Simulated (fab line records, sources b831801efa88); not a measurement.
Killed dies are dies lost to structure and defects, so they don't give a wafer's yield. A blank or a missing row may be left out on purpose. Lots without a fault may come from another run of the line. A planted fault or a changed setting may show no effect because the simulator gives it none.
One fault seen from 2 desks | flow sky130 | each desk has only its own numbers; what lay behind them comes last

THE TOOL OWNER'S DESK: pvd_sputter-02
The tool's own readings at SKY_METAL4_SPUTTER_02 (material AlCu, target thk 735 nm, time 39.1 s): means of the sampled wafers that have a number, for each lot that ran on this tool. A lot is out of limits, marked OUT, if its mean lies more than 4 standard deviations from the usual mean; the brackets give that distance.
Columns: A = throttle_valve_pct at SKY_METAL4_SPUTTER_02, usual 29.9 %
lot  | first seen here | A
L988 | day 41 16:52    | 29.5
L989 | day 41 22:34    | 29.6
L990 | day 42 05:44    | 29.6
L992 | day 42 20:13    | 30.1
L993 | day 43 02:35    | 29.9
L103 | day 46 00:01    | 29.4
L105 | day 46 06:42    | 29.2
This desk's finding: nothing out of limits on any of the 7 lots.

THE METROLOGY DESK
What the gauges read, lot by lot, whatever tool the lot ran on: means of the sampled wafers that have a number. A lot is out of limits, marked OUT, if its mean lies more than 4 standard deviations from the usual mean; the brackets give that distance.
Columns: A = VIA4_OVL at SKY_VIA4_OVL_MEAS_11, usual 0.1 nm; B = VIA4_W_RS at SKY_VIA4_RS_MEAS_19, usual 0.228 ohm/sq
lot  | first seen here | A    | B
L982 | day 42 07:46    | 0.8  | 0.229
L984 | day 43 16:01    | 0.1  | 0.225
L985 | day 43 19:38    | 0.8  | 0.226
L987 | day 44 06:49    | -0.4 | 0.225
L988 | day 44 16:49    | 0.5  | 0.227
L989 | day 44 21:41    | -0.4 | 0.229
L990 | day 45 03:22    | 1.1  | 0.225
L992 | day 45 16:22    | 2.5  | 0.227
L993 | day 45 23:01    | -0.9 | 0.225
L102 | day 48 10:14    | -2.3 | 0.229
L103 | day 48 13:23    | 1.3  | 0.225
L105 | day 48 18:58    | 3.4  | 0.229
This desk's finding: nothing out of limits on any of the 12 lots.

PUT TOGETHER
The tool owner's desk saw nothing out of limits.
The metrology desk saw nothing out of limits.

WHAT THE SIMULATOR HAD PUT IN
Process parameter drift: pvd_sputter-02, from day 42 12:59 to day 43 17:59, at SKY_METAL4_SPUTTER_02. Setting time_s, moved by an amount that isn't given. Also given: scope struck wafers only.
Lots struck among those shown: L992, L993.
